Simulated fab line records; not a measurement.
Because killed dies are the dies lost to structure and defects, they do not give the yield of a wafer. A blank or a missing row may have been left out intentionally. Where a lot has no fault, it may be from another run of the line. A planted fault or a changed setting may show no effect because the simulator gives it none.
Which tool did it? || flow sky130 || 10 lots with 30 wafers sampled at 2 steps, on a route of 708 steps

## WHAT THE GAUGES READ, wafer by wafer
SKY_CAP2M_RS_MEAS_03: uses a four-point probe to measure. Usual: CAP2M_TIN_RS typically reads 6.94 ohm/sq, with standard deviation 0.074.
{"lot": "L818", "measured": "day 39 10:34", "on": "filmMetro-04", "CAP2M_TIN_RS (ohm/sq)": "6.95 6.94 6.91", "flag": ""}
{"lot": "L820", "measured": "day 40 03:07", "on": "filmMetro-04", "CAP2M_TIN_RS (ohm/sq)": "6.84 6.83 6.87", "flag": ""}
{"lot": "L823", "measured": "day 41 04:04", "on": "filmMetro-04", "CAP2M_TIN_RS (ohm/sq)": "6.93 6.92 6.89", "flag": ""}
{"lot": "L827", "measured": "day 42 09:10", "on": "filmMetro-04", "CAP2M_TIN_RS (ohm/sq)": "7.02 7.00 7.00", "flag": ""}
{"lot": "L828", "measured": "day 42 19:38", "on": "filmMetro-04", "CAP2M_TIN_RS (ohm/sq)": "6.89 6.93 6.93", "flag": ""}
{"lot": "L832", "measured": "day 43 17:40", "on": "filmMetro-01", "CAP2M_TIN_RS (ohm/sq)": "6.84 6.94 6.91", "flag": ""}
{"lot": "L833", "measured": "day 43 22:39", "on": "filmMetro-02", "CAP2M_TIN_RS (ohm/sq)": "6.98 6.98 6.98", "flag": ""}
{"lot": "L839", "measured": "day 45 12:29", "on": "filmMetro-04", "CAP2M_TIN_RS (ohm/sq)": "7.01 6.99 6.95", "flag": ""}
{"lot": "L841", "measured": "day 45 20:47", "on": "filmMetro-02", "CAP2M_TIN_RS (ohm/sq)": "6.78 6.85 6.82", "flag": ""}
{"lot": "L840", "measured": "day 46 02:41", "on": "filmMetro-02", "CAP2M_TIN_RS (ohm/sq)": "6.89 6.90 6.87", "flag": ""}

SKY_CAP2M_THK_MEAS_04: measures by xrf. Usual: CAP2M_TIN_THK typically reads 198.9 nm, with standard deviation 2.2.
{"lot": "L818", "measured": "day 39 10:41", "on": "filmMetro-04", "CAP2M_TIN_THK (nm)": "199.0 199.0 200.3", "flag": ""}
{"lot": "L820", "measured": "day 40 03:14", "on": "filmMetro-04", "CAP2M_TIN_THK (nm)": "201.3 201.7 200.9", "flag": ""}
{"lot": "L823", "measured": "day 41 04:09", "on": "filmMetro-04", "CAP2M_TIN_THK (nm)": "198.1 199.0 199.1", "flag": ""}
{"lot": "L827", "measured": "day 42 09:17", "on": "filmMetro-04", "CAP2M_TIN_THK (nm)": "197.1 198.0 198.0", "flag": ""}
{"lot": "L828", "measured": "day 42 19:44", "on": "filmMetro-04", "CAP2M_TIN_THK (nm)": "200.0 199.6 200.1", "flag": ""}
{"lot": "L832", "measured": "day 43 17:47", "on": "filmMetro-01", "CAP2M_TIN_THK (nm)": "202.0 198.7 201.5", "flag": ""}
{"lot": "L833", "measured": "day 43 22:46", "on": "filmMetro-02", "CAP2M_TIN_THK (nm)": "199.2 199.1 197.5", "flag": ""}
{"lot": "L839", "measured": "day 45 12:35", "on": "filmMetro-04", "CAP2M_TIN_THK (nm)": "198.3 197.3 199.0", "flag": ""}
{"lot": "L841", "measured": "day 45 20:54", "on": "filmMetro-02", "CAP2M_TIN_THK (nm)": "203.1 201.8 202.6", "flag": ""}
{"lot": "L840", "measured": "day 46 02:48", "on": "filmMetro-02", "CAP2M_TIN_THK (nm)": "201.6 200.4 201.8", "flag": ""}

## WHICH TOOL RAN EACH LOT (tool, then ch and the chambers of the sampled wafers, then the start)
The record shows no process step preceding these readings.

## AS READ BY THE TOOLS THEMSELVES (means over the sampled wafers that have a number; for cases with no such wafer, the mark the record gives instead)
The record holds no such reading with a usual standard deviation.

## THE ANSWER, worked out from the rows above alone
Rule: a lot counts as off when the mean over its wafers that have a number is more than 3 standard deviations away from the usual mean. Also off: a lot with no number at a reading for which 4 or more lots have one. All remaining lots with rows at the step are treated as sound. Order of review: gauges by route order, followed by the tools' own readings, for which a lot's mean as printed above is used. The first step at which some lot is off is used, and at that step the reading that is off furthest; a lot without a number counts as furthest.
Across all readings shown, no lot is off: no conclusion can be drawn from this.

## WHAT THE SIMULATOR HAD PUT IN
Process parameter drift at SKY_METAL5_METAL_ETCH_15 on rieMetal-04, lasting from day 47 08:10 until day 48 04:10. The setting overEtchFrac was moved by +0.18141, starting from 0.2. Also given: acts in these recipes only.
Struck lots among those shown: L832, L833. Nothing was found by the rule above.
